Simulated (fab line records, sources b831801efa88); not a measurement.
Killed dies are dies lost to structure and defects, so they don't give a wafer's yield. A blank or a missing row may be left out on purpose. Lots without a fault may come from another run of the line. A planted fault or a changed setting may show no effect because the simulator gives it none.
Chamber matching | flow gf180mcu | GF_V4_CVD_00 on hdpcvd-01: 3 sister chambers
The step deposits SiO2, target thk 600 nm, time 100 s. 16 wafers are shown with their chamber, then 8 later ones without.

WAFERS WITH THEIR CHAMBER
wafer  | chamber | sih4_flow_sccm (sccm)
L232.1 | 2       | 62.37
L232.2 | 0       | 62.93
L232.4 | 0       | 62.57
L233.3 | 2       | 62.59
L233.4 | 0       | 62.69
L233.5 | 1       | 62.36
L234.3 | 0       | 62.69
L234.4 | 2       | 62.46
L234.6 | 1       | 62.68
L236.1 | 1       | 62.58
L236.2 | 0       | 62.52
L236.3 | 2       | 63.07
L239.1 | 0       | 62.22
L239.2 | 2       | 62.50
L239.3 | 1       | 62.35
L240.4 | 1       | 62.29

SIGNATURES (means of the wafers above)
reading        | chamber 0 | chamber 1 | chamber 2 | scatter within a chamber
sih4_flow_sccm | 62.6033   | 62.4520   | 62.5980   | 0.231
Rule: a wafer's distance from a chamber is the root of the sum, over the readings, of the square of ((its reading less the chamber's mean) divided by the reading's scatter). The wafer belongs to the nearest chamber; if the next one is less than 2 further off, it can't be placed. The scatter: the root of (the sum of the squares of (reading less its chamber's mean) over the shown wafers, divided by (wafers less chambers)).

WAFERS WITHOUT THEIR CHAMBER
wafer  | sih4_flow_sccm (sccm)
L240.5 | 62.44
L240.6 | 62.26
L250.2 | 62.69
L250.3 | 62.81
L250.6 | 62.57
L251.2 | 62.55
L251.4 | 62.51
L251.5 | 62.63

WHICH CHAMBER EACH WENT THROUGH
wafer  | from the rows above          | in truth
L240.5 | can't be placed: 1 or 2 or 0 | 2
L240.6 | can't be placed: 1 or 2 or 0 | 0
L250.2 | can't be placed: 0 or 2 or 1 | 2
L250.3 | can't be placed: 0 or 2 or 1 | 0
L250.6 | can't be placed: 2 or 0 or 1 | 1
L251.2 | can't be placed: 2 or 0 or 1 | 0
L251.4 | can't be placed: 1 or 2 or 0 | 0
L251.5 | can't be placed: 0 or 2 or 1 | 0
Placed correctly: 0 of 8. Can't be placed from these rows: 8 (the true chamber is among the candidates in 8). Placed wrongly: 0.
